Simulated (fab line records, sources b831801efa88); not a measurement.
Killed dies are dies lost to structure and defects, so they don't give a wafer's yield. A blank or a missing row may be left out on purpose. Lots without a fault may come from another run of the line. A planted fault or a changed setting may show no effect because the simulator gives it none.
Problem report in the 8D (eight disciplines) form, filled by code | flow sky130 | the parts of the form that need people (team, actions taken, sign-off) are left out

1. THE PROBLEM
SPACER_CVD_00_THK at SKY_SPACER_THK_MEAS_01 reads a mean of 31.9 nm on 6 wafers of 2 lots; wafers without a fault read 43.0 nm with a standard deviation of 0.35. That is -32 standard deviations from the usual mean.
First seen on wafer L505.1, day 26 12:07, on film_metro-01. The record holds 33 wafers of 11 lots with a number at this step. Rule for "out", or "out of limits": more than 4 standard deviations from the usual mean. The other wafers with a number count as sound.

2. WHAT IT IS AND WHAT IT IS NOT
question                    | is                     | is not
which readings at this step | SPACER_CVD_00_THK      | -
which lots                  | L505, L506             | L496, L497, L499, L500, L501, L502, L503, L504, L519
which wafers of those lots  | all that have a number | -
read on which gauges        | film_metro-01          | film_metro-02, film_metro-04
when                        | from day 26 12:07      | up to then (24 sound wafers); but 3 sound wafers of L519 came after

3. SUSPECTS, AND WHAT RULES EACH OUT
Counting: a tool at a process step up to the reading stays a suspect if it ran every lot that is out and no sound lot after the first of them.
- the gauge at SKY_SPACER_THK_MEAS_01: ruled out. All the wafers that are out were read on film_metro-01, but those of them that SKY_SPACER_CVD_00 has rows for are out there too, on other tools.
- lpcvd-02 at SKY_SPACER_CVD_00 (deposits Si3N4 from DCS/NH3, target thk 43.1 nm, time 740 s): ruled out as a lasting fault. Sound lots L519 ran on it after its first lot that is out, L505 (day 26 10:55).
Left after counting: nothing in the record.

4. THE CAUSE (what the simulator had put in)
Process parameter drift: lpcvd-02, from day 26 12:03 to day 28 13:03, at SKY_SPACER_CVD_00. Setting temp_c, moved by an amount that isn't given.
Counting ruled it out, wrongly: the rule takes a fault to strike every lot that its tool runs from its start on, and this one did not.

5. THE CHAIN OF EFFECTS, in route order
Each row: a reading whose mean over the struck wafers that have a number lies more than 3 standard deviations from the usual. Only readings for which the record gives a usual standard deviation are gone through. hours: the time from each lot's start at the first step in this table that gives one to its start at this step, as a median over the lots. sigmas: the change in usual standard deviations.
hours | step                   | reading           | usual      | on struck wafers | change | sigmas
0     | SKY_SPACER_CVD_00      | spike_tc_bottom_C | 790.4 C    | 776.3            | -14.1  | -9.4
0     | SKY_SPACER_CVD_00      | spike_tc_centre_C | 770.0 C    | 754.4            | -15.6  | -16
0     | SKY_SPACER_CVD_00      | spike_tc_lower_C  | 770.2 C    | 755.1            | -15.1  | -16
0     | SKY_SPACER_CVD_00      | spike_tc_top_C    | 785.3 C    | 770.8            | -14.5  | -9.1
0     | SKY_SPACER_CVD_00      | spike_tc_upper_C  | 770.2 C    | 754.8            | -15.4  | -17
0     | SKY_SPACER_CVD_00      | susceptor_temp_C  | 769.9 C    | 755.0            | -14.9  | -48
1     | SKY_SPACER_THK_MEAS_01 | SPACER_CVD_00_THK | 43.0 nm    | 31.9             | -11.1  | -32
1     | SKY_SPACER_ETCHBACK_02 | oes_product_au    | 0.854 a.u. | 0.732            | -0.122 | -21
The process steps in it:
- SKY_SPACER_CVD_00: deposits Si3N4 from DCS/NH3, target thk 43.1 nm, time 740 s.
- SKY_SPACER_ETCHBACK_02: etches Si3N4 in CH3F/O2, stops on SiO2, time 46.7 s, target depth 45 nm.
Later measuring or inspecting steps at which every struck wafer that the step has a row for has a number for every such reading, and none has moved that far: SKY_POLY_CUT_CD_MEAS_08.

6. WHAT WOULD HAVE CAUGHT IT SOONER
In this record the first reading out of limits at a measuring or inspecting step was taken at day 26 12:07, 0 hours after the fault began at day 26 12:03.
The tool's own readings at SKY_SPACER_CVD_00 were out on every struck wafer that the step has a row for (spike_tc_bottom_C, spike_tc_centre_C, spike_tc_lower_C, spike_tc_top_C, spike_tc_upper_C, susceptor_temp_C): an alarm limit on them would have fired on the first of those.
